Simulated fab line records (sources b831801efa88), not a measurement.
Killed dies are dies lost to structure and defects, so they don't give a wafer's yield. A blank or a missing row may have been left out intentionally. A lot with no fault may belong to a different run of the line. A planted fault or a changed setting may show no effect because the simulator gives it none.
Problem report, 8D (eight disciplines) form, completed by code :: flow gf180mcu :: the parts of the form that need people (team, actions taken, sign-off) are left out

1. PROBLEM STATEMENT
VT_IMPLANT_4_TW at GF_VT_IMPLANT_TW_MEAS_43 reads a mean of 616 on 1 wafer of 1 lot; wafers without a fault read 692 with a standard deviation of 6. Relative to the usual mean, that is a shift of -13 standard deviations.
First observed at day 10 16:20: wafer L416.2, on film_metro-03. Wafers with a number at this step in the record: 39, from 13 lots. Rule for "out", or "out of limits": more than 4 standard deviations from the usual mean. All remaining wafers that have a number are taken as sound.

2. WHAT IT IS, WHAT IT ISN'T
question: which readings at this step
is: VT_IMPLANT_4_TW
is not: -

question: which lots
is: L416
is not: L406, L408, L410, L411, L413, L414, L418, L423, L425, L426, L427, L428

question: which wafers of those lots
is: L416.2
is not: L416.3, L416.4

question: read on which gauges
is: film_metro-03
is not: film_metro-01, film_metro-04

question: when
is: from day 10 16:20
is not: up to then (20 sound wafers); but 18 sound wafers of L418, L423, L425, L426, L427, L428 came after

3. SUSPECTS, AND WHAT RULES EACH OUT
Counting: a tool at a process step up to the reading stays a suspect if it ran every lot that is out. Sound lots after the first of them don't rule it out here, since some wafers of a struck lot are sound.
- the gauge at GF_VT_IMPLANT_TW_MEAS_43: kept. All the wafers that are out were read on film_metro-03, and no step on other tools shows them out.
- plasma_asher-03 at GF_NWELL_STRIP_10 (strips in O2/N2): kept. The lot that is out, L416, ran on it at day 5 20:16; the last sound lot it ran before that was L411, at day 4 17:47.
- implanter-04 at GF_VT_IMPLANT_IMPLANT_41: kept. The lot that is out, L416, ran on it at day 10 16:06; the last sound lot it ran before that was L414, at day 10 02:22.
The count leaves plasma_asher-03 at GF_NWELL_STRIP_10, implanter-04 at GF_VT_IMPLANT_IMPLANT_41, and film_metro-03 at GF_VT_IMPLANT_TW_MEAS_43.

4. THE CAUSE (what the simulator had put in)
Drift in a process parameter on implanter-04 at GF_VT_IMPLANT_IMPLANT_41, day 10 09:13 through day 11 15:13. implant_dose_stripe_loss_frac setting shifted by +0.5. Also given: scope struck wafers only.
This tool is one of the 3 suspects left after counting.

5. THE CHAIN OF EFFECTS, in route order
Rows list readings where the struck wafers' mean (over those with a number) sits beyond 3 standard deviations from the usual. Readings are gone through only where the record gives a usual standard deviation; hours: the median, over the lots, of the time from a lot's start at the first step in this table giving one to that lot's start at this step; sigmas: the change measured in usual standard deviations.
hours: 0
step: GF_VT_IMPLANT_TW_MEAS_43
reading: VT_IMPLANT_4_TW
usual: 692
on struck wafers: 616
change: -76
sigmas: -13
Later steps that measure or inspect, where all struck wafers having a row at the step show a number for every such reading and not one has moved that far: GF_POLY_GATE_THK_MEAS_01.

6. HOW IT WOULD HAVE BEEN CAUGHT EARLIER
Counted from the fault's start at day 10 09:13, it took 7 hours until the first out-of-limits reading at a measuring or inspecting step in this record, taken at day 10 16:20.
An alarm limit of 4 standard deviations would not have fired on the tool readings at GF_VT_IMPLANT_IMPLANT_41 for which the record gives a usual standard deviation, since none of them was out on any struck wafer.
All the lots that are out (1) had begun GF_VT_IMPLANT_IMPLANT_41 on implanter-04 by day 10 16:20. None of them would have been spared by holding the tool at that moment.
